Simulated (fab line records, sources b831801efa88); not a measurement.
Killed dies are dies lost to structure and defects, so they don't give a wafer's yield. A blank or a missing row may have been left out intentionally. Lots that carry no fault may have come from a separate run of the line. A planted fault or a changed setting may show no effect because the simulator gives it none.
Split-lot experiment / flow sfq-line / 23 wafers read across 5 lots, on a route 325 steps long

== THE SPLIT ==
At SFQ_TRILAYER_I1_CMP_CMP_046 (polishes SiO2), the setting leave-above-ref-nm was moved away from the recipe's 200 nm on 10 of the 23 wafers read, by -3.5% to +7.3%. The other wafers ran this setting at the recipe's value.

Split to reading: the file shows no intervening step.

== THE READING ==
thk-nm, in nm, at SFQ_TRILAYER_I1_METRO_MEASURE_047. Typical for fault-free wafers on this fab line: 199.8 nm, with standard deviation 1.1 nm.

wafer=L074.1; tool, chamber at the split=cmp-02, 1; leave-above-ref-nm as run, nm=200; against the recipe=recipe; thk-nm, nm=198.5; against lot-mates on the recipe=-
wafer=L074.2; tool, chamber at the split=cmp-02, 0; leave-above-ref-nm as run, nm=200; against the recipe=recipe; thk-nm, nm=197.8; against lot-mates on the recipe=-
wafer=L074.5; tool, chamber at the split=cmp-02, 3; leave-above-ref-nm as run, nm=200; against the recipe=recipe; thk-nm, nm=199.5; against lot-mates on the recipe=-
wafer=L075.1; tool, chamber at the split=cmp-02, 0; leave-above-ref-nm as run, nm=192.9; against the recipe=-3.5%; thk-nm, nm=192.1; against lot-mates on the recipe=-7.4
wafer=L075.2; tool, chamber at the split=cmp-02, 2; leave-above-ref-nm as run, nm=192.9; against the recipe=-3.5%; thk-nm, nm=193.8; against lot-mates on the recipe=-5.7
wafer=L075.3; tool, chamber at the split=cmp-02, 3; leave-above-ref-nm as run, nm=200; against the recipe=recipe; thk-nm, nm=199.7; against lot-mates on the recipe=-
wafer=L075.5; tool, chamber at the split=cmp-02, 3; leave-above-ref-nm as run, nm=200; against the recipe=recipe; thk-nm, nm=199.3; against lot-mates on the recipe=-
wafer=L075.6; tool, chamber at the split=cmp-02, 0; leave-above-ref-nm as run, nm=192.9; against the recipe=-3.5%; thk-nm, nm=192.3; against lot-mates on the recipe=-7.2
wafer=L079.1; tool, chamber at the split=cmp-01, 0; leave-above-ref-nm as run, nm=200; against the recipe=recipe; thk-nm, nm=199.5; against lot-mates on the recipe=-
wafer=L079.3; tool, chamber at the split=cmp-01, 2; leave-above-ref-nm as run, nm=200; against the recipe=recipe; thk-nm, nm=199.9; against lot-mates on the recipe=-
wafer=L079.4; tool, chamber at the split=cmp-01, 3; leave-above-ref-nm as run, nm=214.6; against the recipe=+7.3%; thk-nm, nm=214.0; against lot-mates on the recipe=+14.4
wafer=L079.5; tool, chamber at the split=cmp-01, 1; leave-above-ref-nm as run, nm=200; against the recipe=recipe; thk-nm, nm=199.3; against lot-mates on the recipe=-
wafer=L079.6; tool, chamber at the split=cmp-01, 0; leave-above-ref-nm as run, nm=214.6; against the recipe=+7.3%; thk-nm, nm=212.8; against lot-mates on the recipe=+13.2
wafer=L080.1; tool, chamber at the split=cmp-01, 1; leave-above-ref-nm as run, nm=200; against the recipe=recipe; thk-nm, nm=199.0; against lot-mates on the recipe=-
wafer=L080.2; tool, chamber at the split=cmp-01, 2; leave-above-ref-nm as run, nm=200; against the recipe=recipe; thk-nm, nm=199.9; against lot-mates on the recipe=-
wafer=L080.3; tool, chamber at the split=cmp-01, 0; leave-above-ref-nm as run, nm=210.6; against the recipe=+5.3%; thk-nm, nm=207.5; against lot-mates on the recipe=+8.0
wafer=L080.4; tool, chamber at the split=cmp-01, 3; leave-above-ref-nm as run, nm=210.6; against the recipe=+5.3%; thk-nm, nm=210.0; against lot-mates on the recipe=+10.5
wafer=L080.5; tool, chamber at the split=cmp-01, 1; leave-above-ref-nm as run, nm=200; against the recipe=recipe; thk-nm, nm=199.6; against lot-mates on the recipe=-
wafer=L082.1; tool, chamber at the split=cmp-02, 2; leave-above-ref-nm as run, nm=208; against the recipe=+4.0%; thk-nm, nm=211.2; against lot-mates on the recipe=+10.1
wafer=L082.2; tool, chamber at the split=cmp-02, 3; leave-above-ref-nm as run, nm=200; against the recipe=recipe; thk-nm, nm=199.6; against lot-mates on the recipe=-
wafer=L082.3; tool, chamber at the split=cmp-02, 0; leave-above-ref-nm as run, nm=208; against the recipe=+4.0%; thk-nm, nm=208.5; against lot-mates on the recipe=+7.4
wafer=L082.4; tool, chamber at the split=cmp-02, 1; leave-above-ref-nm as run, nm=208; against the recipe=+4.0%; thk-nm, nm=207.5; against lot-mates on the recipe=+6.4
wafer=L082.6; tool, chamber at the split=cmp-02, 2; leave-above-ref-nm as run, nm=200; against the recipe=recipe; thk-nm, nm=202.6; against lot-mates on the recipe=-

THE FIT
A straight line over all 23 wafers: thk-nm changes by +1.95 nm for each +1% of leave-above-ref-nm; r = +0.98; the points scatter about the line by 1.4 nm.
The same after taking each lot's own level away (the mean of its wafers on the recipe; 23 wafers): +1.88 nm for each +1%; r = +0.99; scatter 1 nm.
On that fit, the largest move of leave-above-ref-nm shifts the reading by 14 nm.
From 198.60 to 201.10 nm: that is the span of the lots' own levels, equal to 2.3 times the standard deviation above.
The two slopes agree, so the slope changes little with the lot-to-lot level.
Check: for one of the wafers moved furthest among these (+7.3%), held out of the fit, the line's prediction against its lot-mates is +13.5 nm. Against them it came out at +14.4 nm.

== ADDITIONAL SPLITS CARRIED BY THESE WAFERS ==
These wafers also went through other splits before the reading. Each is held against what the fit with the lots' levels taken away leaves over:
other split on the same wafers=SFQ_TRILAYER_L0_LITHO_COAT_005 resist-thk-nm; wafers away from the commonest value=10; r with thk-nm (lot level and that fit taken away)=+0.00
other split on the same wafers=SFQ_TRILAYER_L0_VIA_LITHO_PEB_016 peb-temp-c; wafers away from the commonest value=10; r with thk-nm (lot level and that fit taken away)=+0.15
other split on the same wafers=SFQ_TRILAYER_M0_DEP_SPUTTER_019 time-s; wafers away from the commonest value=9; r with thk-nm (lot level and that fit taken away)=+0.00
other split on the same wafers=SFQ_TRILAYER_I0_CMP_CMP_028 leave-above-ref-nm; wafers away from the commonest value=4; r with thk-nm (lot level and that fit taken away)=-0.12
other split on the same wafers=SFQ_TRILAYER_M1_LITHO_COAT_039 resist-thk-nm; wafers away from the commonest value=10; r with thk-nm (lot level and that fit taken away)=+0.18

== THE WHOLE CHAIN: every reading that the file lists as answering this split, in the file's order ==
step=SFQ_TRILAYER_I1_CMP_CMP_046; what it does=polishes SiO2; reading=SiO2_of_TRILAYER_I1_DEP_PECVD_045.thk-nm (the simulator's own value, which no gauge read); change (the file's fit)=+1.86 nm for each +1% of the setting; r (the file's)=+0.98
step=SFQ_TRILAYER_I1_METRO_MEASURE_047; what it does=; reading=thk-nm; change (the file's fit)=+1.87 nm for each +1% of the setting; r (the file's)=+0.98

== THE FILE'S OWN FIT ==
thk-nm changes by +1.87 nm for each +1% of leave-above-ref-nm, r = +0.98.
